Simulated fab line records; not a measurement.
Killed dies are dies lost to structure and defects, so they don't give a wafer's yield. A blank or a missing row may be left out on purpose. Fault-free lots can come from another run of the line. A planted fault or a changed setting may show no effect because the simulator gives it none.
fab line records -- flow sky130
record lots=11, wafers=33, last_day=49
route steps=708 shown VIA3@588 METAL4@633 METAL5@676 PAD_OPEN@708
lots with no fault: from the same line, run without faults
start_h: start of the lot's first displayed wafer, in hours after the record's first day -- wait_h: hours from the lot's prior step to this one -- " unchanged from the row above -- L1.1+2: one row covering several wafers at once -- - either no value or no given start -- * or withheld: withheld -- < > ~ a bound
route shown NAME@n: a module of which the file shows steps, and the number in the route of the first -- usual: mean and standard deviation over wafers with no fault -- same: alike in all rows -- chamber/n: place in a boat -- sites: per-site readings -- _std_site: the values' standard deviation -- _edge_site: inner sites' mean taken away from outer sites' mean -- radius_mm: how far each site lies from the wafer's centre -- mask NAME#n: copy n -- behind: the most recent tool/chamber to have shaped the wafer -- hold: reason for holding the lot/hours on hold/outcome of the hold -- device: the transistor (n, p or np) that didn't switch -- end of line: the tests these same wafers got at the end of their route -- where a step has no rows: the recipe by itself -- killed: the dies lost at the first sort to structure and to defects; this is not the yield of the wafer -- map: dies across one wafer; x = killed, . = not, _ = none there
set.NAME: the setting as run; set.NAME@STEP: as run at that earlier step -- model.NAME: the simulator's own value behind a step, which no gauge read
steps of the route over a sample of lots; a table a step, a row a wafer
services: from which hour (start_h, from the record's first day; less than 0 if before it) a tool's chamber was out of use, for how many hours, and why
## steps
# step SKY_VIA3_ETCH_15
# recipe target=SiO2, chemistry=C4F8/O2/Ar, target_depth_nm=507, stop_on=TiN, mask_material=KrF-thick, source_w=1500, bias_w=1200, pressure_mtorr=40, c4f8_flow_sccm=withheld, O2_flow_sccm=6, Ar_flow_sccm=300, time_s=78
# usual oes_product_au=0.947/0.0047
# same time_s=78
lot.wafer,tool,chamber,start_h,wait_h,oes_product_au,rf_hours_counter_h
L580.1,rie_diel-03,3,922.42,0.0,0.947,14
L580.4,rie_diel-03,1,922.42,0.0,0.948,9
L580.6,rie_diel-03,3,922.42,0.0,0.948,-
L581.3,rie_diel-04,1,934.63,0.0,0.938,20
L581.5,rie_diel-04,3,934.63,0.0,0.947,-
L581.6,rie_diel-04,0,934.63,0.0,0.942,-
L582.1,rie_diel-03,2,941.96,0.0,0.945,17
L582.2,rie_diel-03,1,941.96,0.0,0.952,10
L582.4,rie_diel-03,0,941.96,0.0,0.943,17
L585.1,rie_diel-04,1,965.81,0.0,0.949,21
L585.3,rie_diel-04,0,965.81,0.0,0.944,6
L585.4,rie_diel-04,2,965.81,0.0,0.939,5
L593.1,rie_diel-01,3,1024.58,0.0,0.953,18
L593.2,rie_diel-01,1,1024.58,0.0,0.954,13
L593.3,rie_diel-01,0,1024.58,0.0,0.939,11
L595.2,rie_diel-03,2,1037.06,0.0,0.946,20
L595.4,rie_diel-03,0,1037.06,0.0,0.955,20
L595.5,rie_diel-03,0,1037.06,0.0,0.941,-
L596.4,rie_diel-01,1,1037.92,0.0,0.945,14
L596.5,rie_diel-01,0,1037.92,0.0,0.945,-
L596.6,rie_diel-01,1,1037.92,0.0,0.952,-
L598.1,rie_diel-01,1,1050.52,0.0,0.940,14
L598.5,rie_diel-01,0,1050.52,0.0,0.951,-
L598.6,rie_diel-01,3,1050.52,0.0,0.958,-
L599.1,rie_diel-04,3,1053.91,0.0,0.951,22
L599.5,rie_diel-04,3,1053.91,0.0,0.942,-
L599.6,rie_diel-04,0,1053.91,0.0,0.951,-
L600.1,rie_diel-01,3,1060.01,0.0,0.950,19
L600.2,rie_diel-01,1,1060.01,0.0,0.956,14
L600.5,rie_diel-01,2,1060.01,0.0,0.959,-
L601.2,rie_diel-04,0,1066.06,0.0,0.954,10
L601.3,rie_diel-04,3,1066.06,0.0,0.943,23
L601.4,rie_diel-04,2,1066.06,0.0,0.952,8
# step SKY_VIA3_STRIP_16
# recipe chemistry=O2/N2, power_w=1400, pressure_mtorr=1500, platen_temp_c=withheld, o2_flow_sccm=3000, n2_flow_sccm=300, overash_fraction=0.5
# usual drypump_motor_current_A=5.6/0.41, oes_product_au=0.402/0.0046, strip_time_to_endpoint_s=4.13/0.031
lot.wafer,tool,chamber,start_h,wait_h,drypump_motor_current_A,oes_product_au,rf_hours_counter_h,strip_time_to_endpoint_s
L580.1,plasma_asher-02,1,922.48,0.0,5.6,0.405,108,4.11
L580.4,plasma_asher-02,0,922.48,0.0,6.0,0.405,-,4.13
L580.6,plasma_asher-02,1,922.48,0.0,5.6,0.403,-,4.12
L581.3,plasma_asher-02,0,934.73,0.1,6.0,0.400,-,4.18
L581.5,plasma_asher-02,0,934.73,0.1,6.0,0.412,-,4.17
L581.6,plasma_asher-02,1,934.73,0.1,5.5,0.397,-,4.11
L582.1,plasma_asher-02,0,942.02,0.0,6.0,0.395,110,4.13
L582.2,plasma_asher-02,1,942.02,0.0,5.6,0.407,110,4.16
L582.4,plasma_asher-02,0,942.02,0.0,6.0,0.401,-,4.11
L585.1,plasma_asher-02,1,965.87,0.0,5.5,0.410,112,4.13
L585.3,plasma_asher-02,0,965.87,0.0,6.0,0.387,-,4.08
L585.4,plasma_asher-02,1,965.87,0.0,5.6,0.401,-,4.13
L593.1,plasma_asher-02,1,1024.64,0.0,5.6,0.398,118,4.11
L593.2,plasma_asher-02,0,1024.64,0.0,6.0,0.392,118,4.10
L593.3,plasma_asher-02,0,1024.64,0.0,6.0,0.402,-,4.13
L595.2,plasma_asher-03,0,1037.12,0.0,6.0,0.403,59,4.13
L595.4,plasma_asher-03,1,1037.12,0.0,5.7,0.397,-,4.09
L595.5,plasma_asher-03,1,1037.12,0.0,5.6,0.399,-,4.10
L596.4,plasma_asher-02,0,1038.01,0.1,6.0,0.403,-,4.08
L596.5,plasma_asher-02,0,1038.01,0.1,6.0,0.396,-,4.13
L596.6,plasma_asher-02,1,1038.01,0.1,5.5,0.398,-,4.10
L598.1,plasma_asher-02,0,1050.58,0.0,6.0,0.403,121,4.11
L598.5,plasma_asher-02,0,1050.58,0.0,6.0,0.395,-,4.14
L598.6,plasma_asher-02,1,1050.58,0.0,5.5,0.403,-,4.11
L599.1,plasma_asher-04,1,1053.97,0.0,5.9,0.410,29,4.16
L599.5,plasma_asher-04,1,1053.97,0.0,5.9,0.401,-,4.13
L599.6,plasma_asher-04,0,1053.97,0.0,4.8,0.408,-,4.16
L600.1,plasma_asher-04,1,1060.11,0.1,5.9,0.398,30,4.06
L600.2,plasma_asher-04,0,1060.11,0.1,4.8,0.400,30,4.09
L600.5,plasma_asher-04,1,1060.11,0.1,5.9,0.403,-,4.11
L601.2,plasma_asher-03,1,1066.12,0.0,5.6,0.394,61,4.09
L601.3,plasma_asher-03,1,1066.12,0.0,5.6,0.398,-,4.13
L601.4,plasma_asher-03,0,1066.12,0.0,6.0,0.403,-,4.14
# step SKY_METAL4_ETCH_17
# recipe target=SiO2, stop_on=TiN, chemistry=C4F8/O2/Ar, source_w=1500, bias_w=1200, pressure_mtorr=40, c4f8_flow_sccm=withheld, O2_flow_sccm=6, Ar_flow_sccm=300, time_s=3.9, target_depth_a=150
# usual oes_product_au=0.757/0.0072
# same time_s=3.9
lot.wafer,tool,chamber,start_h,wait_h,oes_product_au,rf_hours_counter_h
L580.1,rie_diel-03,3,973.06,0.1,0.750,15
L580.4,rie_diel-03,0,973.06,0.1,0.763,18
L580.6,rie_diel-03,2,973.06,0.1,0.760,-
L581.3,rie_diel-02,0,985.63,0.0,0.751,-
L581.5,rie_diel-02,0,985.63,0.0,0.766,-
L581.6,rie_diel-02,3,985.63,0.0,0.755,-
L582.1,rie_diel-02,1,992.61,0.1,0.764,15
L582.2,rie_diel-02,0,992.61,0.1,0.760,17
L582.4,rie_diel-02,2,992.61,0.1,0.757,13
L585.1,rie_diel-03,1,1015.96,0.1,0.741,12
L585.3,rie_diel-03,2,1015.96,0.1,0.753,19
L585.4,rie_diel-03,3,1015.96,0.1,0.759,16
L593.1,rie_diel-03,1,1070.92,0.1,0.752,14
L593.2,rie_diel-03,3,1070.92,0.1,0.752,18
L593.3,rie_diel-03,2,1070.92,0.1,0.745,21
L595.2,rie_diel-03,1,1081.85,0.1,0.749,14
L595.4,rie_diel-03,0,1081.85,0.1,0.762,22
L595.5,rie_diel-03,0,1081.85,0.1,0.757,-
L596.4,rie_diel-03,2,1083.30,0.0,0.761,21
L596.5,rie_diel-03,0,1083.30,0.0,0.770,-
L596.6,rie_diel-03,3,1083.30,0.0,0.767,-
L598.1,rie_diel-03,2,1094.92,0.1,0.753,22
L598.5,rie_diel-03,0,1094.92,0.1,0.743,-
L598.6,rie_diel-03,3,1094.92,0.1,0.755,-
L599.1,rie_diel-02,2,1098.10,0.1,0.754,16
L599.5,rie_diel-02,2,1098.10,0.1,0.762,-
L599.6,rie_diel-02,1,1098.10,0.1,0.762,-
L600.1,rie_diel-01,1,1103.96,0.1,0.741,15
L600.2,rie_diel-01,0,1103.96,0.1,0.754,13
L600.5,rie_diel-01,2,1103.96,0.1,0.760,-
L601.2,rie_diel-02,1,1109.47,0.1,0.756,19
L601.3,rie_diel-02,2,1109.47,0.1,0.757,16
L601.4,rie_diel-02,3,1109.47,0.1,0.763,5
# step SKY_METAL5_METAL_ETCH_15
# recipe target_depth_a=12600, stop_on=SiO2, over_etch_frac=0.2, time_s=252, chemistry=Cl2/BCl3, resist_sidewall_deg=86, pressure_mtorr=10, icp_w=900, bias_w=48.5, Cl2_flow_sccm=60, bcl3_flow_sccm=30
# usual bcl3_flow_sccm=30.02/0.09, drypump_motor_current_A=5.75/0.26, oes_product_au=0.894/0.0047, throttle_valve_pct=22.264/0.0088
# same time_s=252
lot.wafer,tool,chamber,start_h,wait_h,bcl3_flow_sccm,drypump_motor_current_A,oes_product_au,rf_hours_counter_h,throttle_valve_pct
L580.1,rie_metal-04,1,1023.15,0.0,30.13,5.40,0.892,11,22.277
L580.4,rie_metal-04,1,1023.15,0.0,30.04,5.44,0.893,-,22.269
L580.6,rie_metal-04,0,1023.15,0.0,30.09,5.74,0.893,-,22.264
L581.3,rie_metal-01,1,1035.13,0.1,30.06,5.79,0.895,-,22.269
L581.5,rie_metal-01,1,1035.13,0.1,30.08,5.81,0.889,-,22.263
L581.6,rie_metal-01,0,1035.13,0.1,30.00,5.51,0.891,-,22.290
L582.1,rie_metal-01,0,1041.70,0.0,30.29,5.49,0.894,17,22.262
L582.2,rie_metal-01,1,1041.70,0.0,30.01,5.81,0.885,7,22.256
L582.4,rie_metal-01,1,1041.70,0.0,29.93,5.78,0.897,-,22.260
L585.1,rie_metal-01,0,1063.40,0.0,29.97,5.50,0.897,18,22.255
L585.3,rie_metal-01,1,1063.40,0.0,29.91,5.75,0.889,-,22.259
L585.4,rie_metal-01,0,1063.40,0.0,29.96,5.50,0.889,-,22.272
L593.1,rie_metal-03,0,1114.95,0.0,30.03,5.70,0.898,6,22.260
L593.2,rie_metal-03,1,1114.95,0.0,30.18,6.25,0.898,14,22.274
L593.3,rie_metal-03,0,1114.95,0.0,29.92,5.70,0.887,-,22.272
L595.2,rie_metal-04,0,1124.45,0.0,29.92,5.73,0.896,21,22.269
L595.4,rie_metal-04,1,1124.45,0.0,30.05,5.41,0.890,-,22.269
L595.5,rie_metal-04,1,1124.45,0.0,30.21,5.44,0.892,-,22.270
L596.4,rie_metal-04,0,1125.93,0.1,30.00,5.73,0.892,-,22.271
L596.5,rie_metal-04,0,1125.93,0.1,30.11,5.74,0.893,-,22.247
L596.6,rie_metal-04,1,1125.93,0.1,30.02,5.43,0.893,-,22.267
L598.1,rie_metal-01,0,1137.25,0.0,29.97,5.51,0.887,23,22.271
L598.5,rie_metal-01,1,1137.25,0.0,30.10,5.80,0.891,-,22.271
L598.6,rie_metal-01,0,1137.25,0.0,29.98,5.50,0.887,-,22.271
L599.1,rie_metal-01,1,1140.45,0.0,30.09,5.79,0.901,14,22.251
L599.5,rie_metal-01,0,1140.45,0.0,29.96,5.50,0.896,-,22.272
L599.6,rie_metal-01,1,1140.45,0.0,30.15,5.79,0.899,-,22.251
L600.1,rie_metal-01,0,1145.87,0.0,30.04,5.50,0.896,24,22.264
L600.2,rie_metal-01,1,1145.87,0.0,29.99,5.77,0.894,14,22.270
L600.5,rie_metal-01,1,1145.87,0.0,30.15,5.78,0.894,-,22.265
L601.2,rie_metal-01,0,1149.85,0.0,30.05,5.52,0.894,25,22.275
L601.3,rie_metal-01,0,1149.85,0.0,29.95,5.51,0.890,-,22.257
L601.4,rie_metal-01,1,1149.85,0.0,29.96,5.80,0.885,-,22.256
# step SKY_PAD_OPEN_PROBE_99
# usual defect_limited_yield=82.6/1.8, killed_at_M0_to_M3=43/6.4, killed_at_M4_up=2.8/1.7, killed_at_contacts=24/5.5, killed_at_front_end=15/4, killed_at_other=0.3/0.54, killed_dies=86/9.1, killed_open=47/6.6, killed_short=39/6.2, sort_bin_3_pad_short=0.9/0.45, sort_bin_5_function=10.4/1.4, sort_bin_6_memory=6.2/1.1, sort_n_pass=406/9.1, sort_yield_pct=82.6/1.8
# same gross_dies=492, killed_at_back_side=0, sort_bin_4_leakage[%]=0, sort_bin_8_speed[%]=0
lot.wafer,tool,chamber,start_h,wait_h,defect_limited_yield[%],killed_at_M0_to_M3,killed_at_M4_up,killed_at_contacts,killed_at_front_end,killed_at_other,killed_dies,killed_open,killed_short,sort_bin_3_pad_short[%],sort_bin_5_function[%],sort_bin_6_memory[%],sort_n_pass,sort_yield_pct[%]
L582.1,prober-01,-,1088.44,0.1,81.3,51,6,24,11,0,92,45,47,1.6,9.8,7.3,400,81.3
L582.2,prober-01,-,1088.49,0.1,72.2,87,4,28,18,0,137,53,43,4.5,15.0,8.3,355,72.2
L582.4,prober-01,-,1088.59,0.2,79.3,58,4,18,21,1,102,54,48,0.8,12.8,7.1,390,79.3
L585.1,prober-01,-,1108.32,0.1,76.4,75,5,25,10,1,116,41,35,3.0,14.8,5.7,376,76.4
L585.3,prober-01,-,1108.42,0.2,83.7,45,5,21,9,0,80,47,33,0.8,8.3,7.1,412,83.7
L585.4,prober-01,-,1108.47,0.2,74.4,91,3,18,13,1,126,43,33,4.7,15.0,5.9,366,74.4
# killed by level:class
L582.1 VIA1:geometric_particle:open=9 CONTACT:geometric_particle:open=8 VIA2:geometric_particle:open=7 VIA3:geometric_particle:open=7 CONTACT:geometric_particle:short=7 METAL3:geometric_particle:short=7 LI_CONTACT:geometric_particle:open=6 VIA3:geometric_particle:short=5
L582.2 VIA3:unspecified=41 CONTACT:geometric_particle:open=11 VIA1:geometric_particle:open=10 METAL2:geometric_particle:short=7 VIA2:geometric_particle:open=7 LI_CONTACT:geometric_particle:open=6 VIA3:geometric_particle:open=6 FIELD_ISO:geometric_particle:open=5
L582.4 VIA1:geometric_particle:open=14 METAL2:geometric_particle:short=10 VIA2:geometric_particle:open=7 VIA3:geometric_particle:short=7 FIELD_ISO:geometric_particle:short=6 CONTACT:geometric_particle:open=6 VIA3:geometric_particle:open=5 LI_CONTACT:geometric_particle:open=5
L585.1 VIA3:unspecified=40 LI_CONTACT:geometric_particle:open=10 CONTACT:geometric_particle:open=8 LI_CONTACT:geometric_particle:short=6 METAL1:geometric_particle:short=6 VIA1:geometric_particle:open=6 VIA1:geometric_particle:short=5 VIA3:geometric_particle:open=5
L585.3 VIA2:geometric_particle:open=10 VIA1:geometric_particle:open=8 VIA1:geometric_particle:short=7 VIA3:geometric_particle:open=6 LI_CONTACT:geometric_particle:open=5 LOCAL_INTERCONNECT:geometric_particle:open=4 LOCAL_INTERCONNECT:geometric_particle:short=4 CONTACT:geometric_particle:open=4
L585.4 VIA3:unspecified=50 VIA1:geometric_particle:open=15 CONTACT:geometric_particle:open=7 VIA1:geometric_particle:short=6 FIELD_ISO:geometric_particle:open=5 METAL1:geometric_particle:short=4 LI_CONTACT:geometric_particle:open=4 CONTACT:geometric_particle:short=4
## services
tool,chamber,start_h,hours,kind
rie_diel-04,-,902.22,1.0,repair
rie_diel-01,3,913.66,3.6,repair
rie_diel-01,-,936.23,0.5,repair
rie_diel-04,3,940.13,7.7,repair
rie_diel-02,1,943.55,3.6,repair
rie_diel-01,-,972.56,0.2,repair
rie_metal-01,0,978.41,13.1,repair
rie_diel-04,2,978.62,5.9,repair
rie_diel-03,-,978.67,0.2,repair
rie_diel-01,1,980.10,6.6,repair
rie_diel-02,1,980.99,6.6,repair
rie_diel-02,2,982.55,4.3,repair
rie_diel-01,-,1006.37,0.2,repair
rie_diel-01,-,1021.94,2.4,repair
plasma_asher-02,-,1055.25,9.0,pm
rie_metal-01,-,1063.77,1.4,pm
rie_diel-03,0,1064.07,5.7,repair
rie_diel-01,-,1072.86,14.6,pm
rie_diel-03,0,1088.85,3.1,repair
plasma_asher-02,-,1096.15,5.8,repair
rie_diel-03,1,1113.17,2.8,repair
rie_diel-01,0,1114.03,8.5,repair
plasma_asher-02,-,1132.86,1.5,repair
rie_diel-03,0,1138.27,28.4,repair
## key
first_sign step=SKY_PAD_OPEN_PROBE_99, reading=sort_bin_3_pad_short, direction=up, sigmas=7, usual=0.9, struck=4.1
effect step=SKY_PAD_OPEN_PROBE_99, reading=killed_at_M0_to_M3, direction=up, sigmas=6.4, usual=43, struck=84
met_at SKY_VIA3_STRIP_16
struck_lots L582,L585
struck_wafers L582.2,L585.1,L585.4
not_acting_at SKY_VIA3_ETCH_15,SKY_METAL4_ETCH_17,SKY_METAL5_METAL_ETCH_15
onset_between 934.73 942.02
fault kind=chamber_particle_source, tool=plasma_asher-02, chamber=1, onset_h=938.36, steps=SKY_VIA3_STRIP_16, rate_per_visit_cm2=2.1926, end_h=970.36
